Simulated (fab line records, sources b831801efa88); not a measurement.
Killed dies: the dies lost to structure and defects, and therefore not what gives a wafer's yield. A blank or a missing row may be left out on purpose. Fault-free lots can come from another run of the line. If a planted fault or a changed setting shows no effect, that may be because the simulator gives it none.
What tool caused it? | flow gf180mcu | 33 wafers sampled from 11 lots at 1 step of a route of 602

== WHAT THE GAUGES READ, wafer by wafer ==
GF_CONTACT_THK_MEAS_03.
lot  | measured     | on            | CONTACT_CVD_02_THK (nm)
L573 | day 15 01:22 | film_metro-04 | 864 872 870
L574 | day 15 06:52 | film_metro-02 | 877 875 882
L575 | day 15 19:20 | film_metro-01 | 855 852 883
L576 | day 16 01:54 | film_metro-04 | 850 849 870
L577 | day 16 09:53 | film_metro-02 | 856 861 869
L584 | day 19 06:18 | film_metro-04 | 859 874 874
L585 | day 19 11:16 | film_metro-04 | 853 852 867
L588 | day 21 00:20 | film_metro-04 | 845 854 875
L591 | day 22 01:51 | film_metro-01 | 841 854 863
L595 | day 23 04:31 | film_metro-02 | 840 839 856
L596 | day 23 08:35 | film_metro-01 | 850 858 852

== WHICH TOOL RAN EACH LOT (tool, then ch and the chambers of the sampled wafers, then the start) ==
The record holds no process step before these readings.

== THE ANSWER, worked out from the rows above alone ==
Rule: usual is defined by the lots themselves. Put in order of their means at a reading, lots are off if they are a third of the lots or fewer, leave a main group of 4 or more, and stand apart from it by a gap of 3 or more times the standard deviation of the main group's means; of several such gaps the widest counts. A main group is skipped when, at the precision printed for the reading in the tables above, its means are all equal. Also off: a lot with no number at a reading for which 4 or more lots have one. Any other lot the step has rows for is counted as sound.
Across all readings shown, no lot is off: no conclusion can be drawn from this.

== WHAT THE SIMULATOR HAD INSERTED ==
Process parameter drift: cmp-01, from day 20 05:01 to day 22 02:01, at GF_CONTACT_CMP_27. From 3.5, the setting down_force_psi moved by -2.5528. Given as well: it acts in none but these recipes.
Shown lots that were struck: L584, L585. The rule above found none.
